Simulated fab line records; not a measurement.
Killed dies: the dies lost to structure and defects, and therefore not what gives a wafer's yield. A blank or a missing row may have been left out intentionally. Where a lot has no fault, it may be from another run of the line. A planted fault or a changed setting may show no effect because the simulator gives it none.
A struck lot beside a sound one ; flow sky130 ; 15 out of 708 route steps
Sound: these wafers, L419.1, L419.5, L419.6. The struck wafers were L414.3, L414.5, L414.6. The cause is given at the end.
Per side, at each step with rows, come the tool, then ch with its chambers, and then its first start. Under that, the readings that differ: sound wafers ; struck wafers ; difference of the means ; sigmas: that difference in standard deviations of wafers without a fault.
alike: readings whose means differ by less than 2 such deviations, and words and numbers that are the same on both sides. not compared: withheld readings, readings that some wafer has no value for, bounds like >300 that may hide the same value, and numbers for which the record gives no deviation and whose values overlap.
A row with sigmas, a row that says differs or no value, or rows on one side alone: a step with any of these is where the two part. When numbers do not overlap yet have no deviation, they are printed without sigmas and do not part them. A reading missing from all wafers of one side parts the sides only when that side holds two or more wafers.

SKY_CONTACT_THK_MEAS_01:
  sound: film_metro-03 at day 36 02:37; struck: film_metro-03 at day 34 14:00
  alike: CONTACT_CVD_00_THK
then, 1 step without rows for these wafers: SKY_CONTACT_HDPCVD_02 (deposits SiO2, target thk 565 nm, time 94.2 s).
SKY_CONTACT_THK_MEAS_03:
  sound: film_metro-04 at day 36 02:44; struck: film_metro-02 at day 34 14:08
  alike: CONTACT_HDPCVD_THK
SKY_CONTACT_CMP_04: polishes SiO2.
  sound on cmp-02 ch 0,1, day 36 02:48; struck on cmp-01 ch 0,1,2, day 34 14:19
reading;sound;struck;difference;sigmas
time_to_endpoint_s (s);86 87 86;78 77 80;-8;-2
  alike: motor_current_A
SKY_CONTACT_BOW_MEAS_05:
  sound: film_metro-02 at day 36 03:06; struck: film_metro-02 at day 34 14:31
  alike: CONTACT_BOW
then, 7 steps without rows for these wafers: SKY_CONTACT_DEHYDRATE_06 (time 60 s); SKY_CONTACT_HMDS_07 (prime time 60 s); SKY_CONTACT_COAT_08 (resist thk 60 nm); SKY_CONTACT_COAT_09 (resist thk 450 nm); SKY_CONTACT_SOFTBAKE_10 (time 85.71 s); SKY_CONTACT_EXPOSE_11 (exposes mask CTM1, target cd 170 nm); SKY_CONTACT_PEB_12.
SKY_CONTACT_DEVELOP_13: develop time 60 s.
  sound on litho_track-04 ch 0, day 37 04:00; struck on litho_track-01 ch 0, day 35 16:00
reading;sound;struck;difference;sigmas
developer_temp_C (C);20.97 21.11 20.88;20.03 20.03 20.08;-0.94;-9
  alike: exhaust_pa
SKY_CONTACT_CD_MEAS_14: the cd target is 170 nm.
  sound: cd_sem-01 at day 37 04:55; struck: cd_sem-02 at day 35 16:50
  alike: cd_nm
SKY_PAD_OPEN_PROBE_99:
  rows exist in the record for the sound wafers here (prober-01, day 50 00:32), none for the struck ones

## WHERE THEY PART
First at SKY_CONTACT_CMP_04; last, within this record, at SKY_PAD_OPEN_PROBE_99.

WHY: whatever the simulator had introduced
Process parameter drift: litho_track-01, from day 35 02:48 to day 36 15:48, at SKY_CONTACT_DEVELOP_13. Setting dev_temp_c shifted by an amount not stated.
